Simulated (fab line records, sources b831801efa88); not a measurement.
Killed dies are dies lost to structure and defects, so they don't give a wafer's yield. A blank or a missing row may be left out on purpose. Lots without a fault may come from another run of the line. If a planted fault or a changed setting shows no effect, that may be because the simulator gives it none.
The same fault as seen by 2 desks | flow gf180mcu | every desk sees just its own numbers, and what lay behind them comes last

## FROM THE METROLOGY DESK
What the gauges read, lot by lot, whatever tool the lot ran on: means of the sampled wafers that have a number. If a lot's mean is further than 4 standard deviations from the usual mean, the lot is out of limits and carries the mark OUT (the distance appears in the brackets).
Columns: A = HV_LDD_3_TW at GF_HV_LDD_TW_MEAS_38, usual 1433; B = cd-nm at GF_HV_LDD_CD_MEAS_46, usual 399.0 nm
lot  | first seen here | A    | B
L700 | day 11 13:21    | 1437 | 395.7
L706 | day 13 15:39    | 1403 | 397.0
L717 | day 17 06:21    | 1440 | 395.4
L718 | day 17 15:59    | 1436 | 392.7
L722 | day 18 16:01    | 1436 | 399.7
L723 | day 19 00:45    | 1414 | 397.1
This desk's finding: nothing out of limits on any of the 6 lots.

## TOOL OWNER'S DESK, litho-track-04
The tool's own readings at GF_HV_LDD_DEVELOP_45 (develop time 60 s): means of the sampled wafers that have a number, for each lot that ran on this tool. If a lot's mean is further than 4 standard deviations from the usual mean, the lot is out of limits and carries the mark OUT (the distance appears in the brackets).
Columns: A = developer-temp-C at GF_HV_LDD_DEVELOP_45, usual 23.02 C
lot  | first seen here | A
L706 | day 14 10:38    | 23.01
L717 | day 18 05:38    | 23.94 (+8.4) OUT
L718 | day 18 15:11    | 23.79 (+7.0) OUT
This desk finds L717, L718 out of limits, L717 being first, at day 18 05:38 (developer-temp-C at GF_HV_LDD_DEVELOP_45). L706: within limits.

## PUT TOGETHER
The tool owner's desk could have raised an alarm at day 18 05:38, on L717, L718.
At the metrology desk, nothing out of limits was observed.
The metrology desk has L717, L718 on record, within its limits.
Every lot named ran GF_HV_LDD_DEVELOP_45 on litho-track-04.

## WHAT THE SIMULATOR HAD PUT IN
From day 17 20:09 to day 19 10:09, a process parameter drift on litho-track-04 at GF_HV_LDD_DEVELOP_45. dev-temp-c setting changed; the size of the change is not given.
Lots struck among those shown: L717, L718.
Time in hours from fault onset to the first out-of-limits reading at each desk: the tool owner's desk, 9.
